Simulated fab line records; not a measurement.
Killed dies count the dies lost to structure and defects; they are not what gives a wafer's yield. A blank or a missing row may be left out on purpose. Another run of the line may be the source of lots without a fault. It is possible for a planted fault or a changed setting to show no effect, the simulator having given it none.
What tool caused it? -- flow gf180mcu -- 72 wafers sampled from 24 lots at 1 step of a route of 602

== WHAT THE GAUGES READ, wafer by wafer ==
GF_V4_RS_MEAS_24: uses a four-point probe to measure. Usual: V4_W_RS typically reads 0.322 ohm/sq, with standard deviation 0.0065.
lot,measured,on,V4_W_RS (ohm/sq),flag
L074,day 24 07:18,film_metro-03,0.313 0.323 0.313,
L075,day 24 14:47,film_metro-03,0.315 0.324 0.314,
L076,day 25 03:38,film_metro-04,0.315 0.330 0.314,
L077,day 25 18:23,film_metro-01,0.321 0.312 0.314,
L078,day 26 01:41,film_metro-04,0.317 0.317 0.317,
L079,day 26 07:35,film_metro-04,0.317 0.329 0.329,
L080,day 26 12:45,film_metro-03,0.321 0.323 0.322,
L081,day 26 19:31,film_metro-03,0.336 0.335 0.332,
L082,day 27 06:59,film_metro-03,0.329 0.317 0.317,
L083,day 27 15:17,film_metro-01,0.315 0.326 0.329,
L084,day 27 21:57,film_metro-03,0.317 0.330 0.328,
L085,day 28 10:23,film_metro-03,0.325 0.320 0.328,
L086,day 28 17:50,film_metro-04,0.328 0.316 0.325,
L087,day 28 19:56,film_metro-03,0.315 0.314 0.330,
L088,day 28 23:56,film_metro-03,0.332 0.332 0.319,
L089,day 29 07:53,film_metro-03,0.331 0.316 0.328,
L090,day 29 17:14,film_metro-01,0.321 0.332 0.325,
L091,day 29 17:38,film_metro-03,0.334 0.329 0.318,
L092,day 30 02:15,film_metro-03,0.331 0.319 0.330,
L093,day 30 07:55,film_metro-03,0.322 0.331 0.320,
L094,day 30 18:26,film_metro-04,0.316 0.312 0.329,
L096,day 31 04:14,film_metro-04,0.315 0.326 0.314,
L095,day 31 04:53,film_metro-04,0.313 0.315 0.318,
L097,day 31 07:13,film_metro-04,0.319 0.319 0.320,

== WHICH TOOL RAN EACH LOT (tool, then ch and the chambers of the sampled wafers, then the start) ==
There is no process step in the record ahead of these readings.

== WHAT THE TOOLS THEMSELVES READ (means of the sampled wafers that have a number; where no wafer has one, the mark that the record gives instead) ==
The record holds no such reading with a usual standard deviation.

== THE ANSWER, worked out from the rows above alone ==
Rule: lot off if the mean of its wafers having a number is beyond 3 standard deviations from the usual mean. Also off: a lot with no number at a reading for which 4 or more lots have one. Any other lot the step has rows for is counted as sound. First the gauges in route order, then the tools' own readings, where a lot's mean is used as printed above. The first step at which some lot is off is used, and at that step the reading that is off furthest; a lot without a number counts as furthest.
No lot is off on any of the readings shown, so nothing can be concluded from this.

== WHAT THE SIMULATOR HAD PUT IN ==
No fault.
